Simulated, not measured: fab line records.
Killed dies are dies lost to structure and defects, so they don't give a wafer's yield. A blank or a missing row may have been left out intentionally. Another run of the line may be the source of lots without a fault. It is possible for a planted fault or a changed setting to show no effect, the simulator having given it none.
The tool behind it: which one? || flow gf180mcu || Sampling: 12 lots, 36 wafers, 4 of 602 route steps

## WHAT EACH GAUGE READ, for each wafer
GF_V5_THK_MEAS_03.
{"lot": "L226", "measured": "day 26 15:37", "on": "film_metro-03", "V5_CVD_02_THK (nm)": "1452 1494 1445"}
{"lot": "L228", "measured": "day 26 23:20", "on": "film_metro-03", "V5_CVD_02_THK (nm)": "1450 1464 1478"}
{"lot": "L229", "measured": "day 27 06:12", "on": "film_metro-03", "V5_CVD_02_THK (nm)": "1415 1427 1443"}
{"lot": "L235", "measured": "day 29 06:10", "on": "film_metro-04", "V5_CVD_02_THK (nm)": "1331 1336 1350"}
{"lot": "L236", "measured": "day 29 11:32", "on": "film_metro-03", "V5_CVD_02_THK (nm)": "1353 1332 1366"}
{"lot": "L238", "measured": "day 29 22:48", "on": "film_metro-04", "V5_CVD_02_THK (nm)": "1418 1419 1448"}
{"lot": "L239", "measured": "day 30 12:50", "on": "film_metro-04", "V5_CVD_02_THK (nm)": "1468 1472 1493"}
{"lot": "L244", "measured": "day 31 19:12", "on": "film_metro-04", "V5_CVD_02_THK (nm)": "1430 1461 1464"}
{"lot": "L245", "measured": "day 32 03:30", "on": "film_metro-03", "V5_CVD_02_THK (nm)": "1420 1453 1450"}
{"lot": "L246", "measured": "day 32 08:13", "on": "film_metro-03", "V5_CVD_02_THK (nm)": "1441 1490 1460"}
{"lot": "L247", "measured": "day 32 08:38", "on": "film_metro-01", "V5_CVD_02_THK (nm)": "1453 1427 1446"}
{"lot": "L248", "measured": "day 32 20:35", "on": "film_metro-04", "V5_CVD_02_THK (nm)": "1428 1428 1422"}

GF_V5_BOW_MEAS_05.
{"lot": "L226", "measured": "day 26 15:59", "on": "film_metro-04", "V5_BOW (um)": "142 137 136"}
{"lot": "L228", "measured": "day 26 23:41", "on": "film_metro-03", "V5_BOW (um)": "117 113 113"}
{"lot": "L229", "measured": "day 27 06:36", "on": "film_metro-04", "V5_BOW (um)": "136 132 129"}
{"lot": "L235", "measured": "day 29 06:31", "on": "film_metro-03", "V5_BOW (um)": "143 137 143"}
{"lot": "L236", "measured": "day 29 11:54", "on": "film_metro-04", "V5_BOW (um)": "124 137 134"}
{"lot": "L238", "measured": "day 29 23:10", "on": "film_metro-01", "V5_BOW (um)": "106 126 111"}
{"lot": "L239", "measured": "day 30 13:13", "on": "film_metro-01", "V5_BOW (um)": "143 140 141"}
{"lot": "L244", "measured": "day 31 19:34", "on": "film_metro-01", "V5_BOW (um)": "122 121 138"}
{"lot": "L245", "measured": "day 32 03:52", "on": "film_metro-01", "V5_BOW (um)": "138 145 137"}
{"lot": "L246", "measured": "day 32 08:43", "on": "film_metro-03", "V5_BOW (um)": "141 145 140"}
{"lot": "L247", "measured": "day 32 09:00", "on": "film_metro-04", "V5_BOW (um)": "140 147 139"}
{"lot": "L248", "measured": "day 32 20:57", "on": "film_metro-03", "V5_BOW (um)": "145 151 141"}

## TOOL THAT RAN EACH LOT (tool first, then ch and the chambers of the sampled wafers, then the start)
{"lot": "L226", "GF_MIM_SPUTTER_00": "pvd_sputter-02, day 24 19:53", "GF_V5_CVD_02": "pecvd-02 ch 0,1,2, day 26 15:30"}
{"lot": "L228", "GF_MIM_SPUTTER_00": "pvd_sputter-04, day 25 03:19", "GF_V5_CVD_02": "pecvd-04 ch 1,2, day 26 23:10"}
{"lot": "L229", "GF_MIM_SPUTTER_00": "pvd_sputter-03, day 25 09:55", "GF_V5_CVD_02": "pecvd-03 ch 0,2, day 27 06:05"}
{"lot": "L235", "GF_MIM_SPUTTER_00": "pvd_sputter-04, day 27 12:45", "GF_V5_CVD_02": "pecvd-03 ch 0,2, day 29 06:03"}
{"lot": "L236", "GF_MIM_SPUTTER_00": "pvd_sputter-03, day 27 19:58", "GF_V5_CVD_02": "pecvd-03 ch 0,2, day 29 11:25"}
{"lot": "L238", "GF_MIM_SPUTTER_00": "pvd_sputter-03, day 28 07:12", "GF_V5_CVD_02": "pecvd-04 ch 0,1, day 29 22:41"}
{"lot": "L239", "GF_MIM_SPUTTER_00": "pvd_sputter-03, day 28 21:55", "GF_V5_CVD_02": "pecvd-02 ch 0,2, day 30 12:43"}
{"lot": "L244", "GF_MIM_SPUTTER_00": "pvd_sputter-02, day 30 05:40", "GF_V5_CVD_02": "pecvd-02 ch 0,1,2, day 31 19:06"}
{"lot": "L245", "GF_MIM_SPUTTER_00": "pvd_sputter-04, day 30 14:34", "GF_V5_CVD_02": "pecvd-03 ch 0,1,2, day 32 03:24"}
{"lot": "L246", "GF_MIM_SPUTTER_00": "pvd_sputter-02, day 30 19:53", "GF_V5_CVD_02": "pecvd-02 ch 0,2, day 32 08:06"}
{"lot": "L247", "GF_MIM_SPUTTER_00": "pvd_sputter-03, day 30 19:54", "GF_V5_CVD_02": "pecvd-04 ch 0,1,2, day 32 08:32"}
{"lot": "L248", "GF_MIM_SPUTTER_00": "pvd_sputter-04, day 31 09:25", "GF_V5_CVD_02": "pecvd-04 ch 0,1,2, day 32 20:29"}
- GF_MIM_SPUTTER_00: material Ti, target thk 37.5 nm, time 150 s.
- GF_V5_CVD_02: deposits SiO2 from TEOS, target thk 1450 nm, time 163.28 s.

## AS READ BY THE TOOLS THEMSELVES (means over the sampled wafers that have a number; for cases with no such wafer, the mark the record gives instead)
GF_MIM_SPUTTER_00.
{"lot": "L226", "tool": "pvd_sputter-02", "throttle_valve_pct (%)": 30.2}
{"lot": "L228", "tool": "pvd_sputter-04", "throttle_valve_pct (%)": 30.2}
{"lot": "L229", "tool": "pvd_sputter-03", "throttle_valve_pct (%)": 30.1}
{"lot": "L235", "tool": "pvd_sputter-04", "throttle_valve_pct (%)": 30.0}
{"lot": "L236", "tool": "pvd_sputter-03", "throttle_valve_pct (%)": 30.5}
{"lot": "L238", "tool": "pvd_sputter-03", "throttle_valve_pct (%)": 29.5}
{"lot": "L239", "tool": "pvd_sputter-03", "throttle_valve_pct (%)": 30.4}
{"lot": "L244", "tool": "pvd_sputter-02", "throttle_valve_pct (%)": 29.7}
{"lot": "L245", "tool": "pvd_sputter-04", "throttle_valve_pct (%)": 29.7}
{"lot": "L246", "tool": "pvd_sputter-02", "throttle_valve_pct (%)": 29.7}
{"lot": "L247", "tool": "pvd_sputter-03", "throttle_valve_pct (%)": 30.7}
{"lot": "L248", "tool": "pvd_sputter-04", "throttle_valve_pct (%)": 30.0}

GF_V5_CVD_02.
{"lot": "L226", "tool": "pecvd-02", "heater_power_w (W)": 630, "rf_fwd_power_W (W)": 596.9}
{"lot": "L228", "tool": "pecvd-04", "heater_power_w (W)": 633, "rf_fwd_power_W (W)": 597.3}
{"lot": "L229", "tool": "pecvd-03", "heater_power_w (W)": 554, "rf_fwd_power_W (W)": 597.7}
{"lot": "L235", "tool": "pecvd-03", "heater_power_w (W)": 612, "rf_fwd_power_W (W)": 503.0}
{"lot": "L236", "tool": "pecvd-03", "heater_power_w (W)": 583, "rf_fwd_power_W (W)": 501.0}
{"lot": "L238", "tool": "pecvd-04", "heater_power_w (W)": 586, "rf_fwd_power_W (W)": 597.5}
{"lot": "L239", "tool": "pecvd-02", "heater_power_w (W)": 596, "rf_fwd_power_W (W)": 598.5}
{"lot": "L244", "tool": "pecvd-02", "heater_power_w (W)": 644, "rf_fwd_power_W (W)": 598.3}
{"lot": "L245", "tool": "pecvd-03", "heater_power_w (W)": 551, "rf_fwd_power_W (W)": 598.8}
{"lot": "L246", "tool": "pecvd-02", "heater_power_w (W)": 652, "rf_fwd_power_W (W)": 596.5}
{"lot": "L247", "tool": "pecvd-04", "heater_power_w (W)": 635, "rf_fwd_power_W (W)": 598.4}
{"lot": "L248", "tool": "pecvd-04", "heater_power_w (W)": 564, "rf_fwd_power_W (W)": 596.5}

## THE ANSWER, worked out from the rows above alone
Rule: the usual values come from the lots themselves. Put in order of their means at a reading, lots are off if they are a third of the lots or fewer, leave a main group of 4 or more, and stand apart from it by a gap of 3 or more times the standard deviation of the main group's means; of several such gaps the widest counts. The tables above print the reading to a certain number of digits; a main group whose means all agree to those digits is not used. A lot without any number at a reading at which 4 lots or more have one is off too. The other lots that the step has rows for count as sound. Order of review: gauges by route order, followed by the tools' own readings, for which a lot's mean as printed above is used. At the first step where some lot is off, the reading lying furthest off is the one used; lots without a number count as furthest.
Off: at GF_V5_THK_MEAS_03 (V5_CVD_02_THK), L235, L236. Main group: mean 1449 nm, sd 17.
If a tool, at a process step before that reading, ran all the lots that are off and no sound lot after the first of them, it fits. Not tried: the gauges at GF_V5_THK_MEAS_03; whatever is off there is also off at GF_V5_CVD_02, on other tools, and gauge error can't account for it. None of those tried fits.

## WHAT THE SIMULATOR HAD PUT IN
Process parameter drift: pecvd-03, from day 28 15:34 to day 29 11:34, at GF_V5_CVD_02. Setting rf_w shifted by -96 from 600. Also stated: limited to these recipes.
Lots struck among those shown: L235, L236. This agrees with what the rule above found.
